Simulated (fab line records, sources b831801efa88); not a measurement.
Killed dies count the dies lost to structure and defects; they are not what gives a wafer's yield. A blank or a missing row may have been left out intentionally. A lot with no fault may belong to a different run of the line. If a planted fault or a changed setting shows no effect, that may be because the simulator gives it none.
Code-filled problem report in 8D (eight disciplines) form ; flow sky130 ; the parts of the form that need people (team, actions taken, sign-off) are left out

1. THE ISSUE
exposure_dose_mJ_cm2 at SKY_PWDE_EXPOSE_04 reads a mean of 219.03 on 12 wafers of 4 lots; wafers without a fault read 213.96 with a standard deviation of 0.23. Relative to the usual mean, that is a shift of +22 standard deviations.
The step: exposes mask PWDEM, target cd 840 nm.
Seen first at day 6 07:30 on iline_stepper-01, wafer L534.1. The record has a number at this step for 39 wafers belonging to 13 lots. The rule behind "out" and "out of limits": a value lying over 4 standard deviations away from the usual mean. The rest of the wafers with a number are treated as sound.

2. WHAT IT IS; WHAT IT IS NOT
question;is;is not
which readings at this step;exposure_dose_mJ_cm2;-
which lots;L534, L536, L538, L541;L524, L526, L527, L530, L531, L533, L535, L537, L543
which wafers of those lots;all that have a number;-
read on which tools;iline_stepper-01;iline_stepper-02
when;from day 6 07:30;"up to then (18 sound wafers); but 9 sound wafers of L535, L537, L543 came after"

3. WHAT RULES OUT EACH SUSPECT
Counting: a tool at any process step up to the reading remains a suspect when it ran all the lots that are out and ran no sound lot after the first of those.
- iline_stepper-01 at SKY_PWDE_EXPOSE_04 (exposes mask PWDEM, target cd 840 nm): kept. It processed each lot that is out, first L534 at day 6 07:30, and no sound lot thereafter; up to then, the last sound lot it processed was L531 at day 5 16:04. Its own exposure_dose_mJ_cm2 readings are out on those wafers.
Remaining after the count: iline_stepper-01 at SKY_PWDE_EXPOSE_04.

4. THE CAUSE (what the simulator had put in)
Process parameter drift: iline_stepper-01, from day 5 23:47 on, at SKY_PWDE_EXPOSE_04. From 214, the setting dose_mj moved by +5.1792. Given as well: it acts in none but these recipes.
Only this tool survived the counting.

5. THE CHAIN OF EFFECTS, in route order
Each row: a reading whose mean over the struck wafers that have a number lies more than 3 standard deviations from the usual. Readings are gone through only where the record gives a usual standard deviation; hours: the median, over the lots, of the time from a lot's start at the first step in this table giving one to that lot's start at this step; sigmas: the change measured in usual standard deviations.
hours;step;reading;usual;on struck wafers;change;sigmas
0;SKY_PWDE_EXPOSE_04;exposure_dose_mJ_cm2;213.96;219.03;+5.07;+22
It contains these process steps:
- SKY_PWDE_EXPOSE_04: exposes mask PWDEM, target cd 840 nm.

6. HOW IT WOULD HAVE BEEN CAUGHT EARLIER
8 hours passed between the start of the fault at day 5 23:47 and the first reading out of limits in this record, taken at day 6 07:30.
